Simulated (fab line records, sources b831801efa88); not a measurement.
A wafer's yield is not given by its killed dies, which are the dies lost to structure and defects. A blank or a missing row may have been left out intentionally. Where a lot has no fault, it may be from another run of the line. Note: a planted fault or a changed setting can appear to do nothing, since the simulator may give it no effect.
Which tool is to blame? + flow sky130 + Sampling: 6 lots, 18 wafers, 4 of 708 route steps

WHAT THE GAUGES SHOWED, per wafer
SKY_PAD_OPEN_BOW_MEAS_13.
| lot  | measured     | on           | PAD_OPEN_BOW (um) |
|------|--------------|--------------|-------------------|
| L847 | day 47 14:15 | filmMetro-03 | 46 33 41          |
| L848 | day 47 21:09 | filmMetro-03 | 48 44 43          |
| L854 | day 49 10:46 | filmMetro-03 | 37 44 40          |
| L857 | day 49 22:08 | filmMetro-01 | 49 42 47          |
| L860 | day 50 05:35 | filmMetro-01 | 38 44 45          |
| L863 | day 50 20:55 | filmMetro-03 | 41 43 29          |

TOOL THAT RAN EACH LOT (tool first, then ch and the chambers of the sampled wafers, then the start)
| lot  | SKY_VIA4_ETCH_12                  | SKY_METAL5_SPUTTER_04       | SKY_PAD_OPEN_STRIP_09          |
|------|-----------------------------------|-----------------------------|--------------------------------|
| L847 | rieDiel-04 ch 0,1, day 44 18:30   | pvdSputter-01, day 44 20:29 | wetBench-04 ch 2, day 47 12:13 |
| L848 | rieDiel-01 ch 1,3, day 45 03:12   | pvdSputter-03, day 45 04:43 | wetBench-04 ch 1, day 47 19:04 |
| L854 | rieDiel-02 ch 0,1,3, day 46 21:09 | pvdSputter-01, day 46 22:38 | wetBench-01 ch 2, day 49 08:46 |
| L857 | rieDiel-04 ch 2,3, day 47 08:51   | pvdSputter-03, day 47 10:22 | wetBench-04 ch 0, day 49 20:04 |
| L860 | rieDiel-01 ch 1,2, day 47 18:33   | pvdSputter-04, day 47 20:04 | wetBench-02 ch 3, day 50 03:31 |
| L863 | rieDiel-02 ch 0,2,3, day 48 12:15 | pvdSputter-04, day 48 13:56 | wetBench-04 ch 1, day 50 18:55 |
- SKY_VIA4_ETCH_12: etches SiO2 in C4F8/O2/Ar, stops on TiN, target depth 580 nm.
- SKY_METAL5_SPUTTER_04: material TiN, target thk 70 nm, time 58.3 s.
- SKY_PAD_OPEN_STRIP_09: strips in post etch residue remover, time 1200 s.

THE ANSWER, worked out from the rows above alone
Rule: what is usual is taken from the lots themselves. The widest of any qualifying gaps counts: lots, ordered by their means at a reading, are off when they make up no more than a third of the lots, leave a main group of 4 or more, and stand apart from it by 3 or more times the standard deviation of that group's means. A main group whose means are all the same, to the digits that the tables above print for the reading, isn't used. Also off: a lot with no number at a reading for which 4 or more lots have one. All remaining lots with rows at the step are treated as sound.
Nothing can be told from this: no lot is off at any reading shown.

WHAT THE SIMULATOR HAD INSERTED
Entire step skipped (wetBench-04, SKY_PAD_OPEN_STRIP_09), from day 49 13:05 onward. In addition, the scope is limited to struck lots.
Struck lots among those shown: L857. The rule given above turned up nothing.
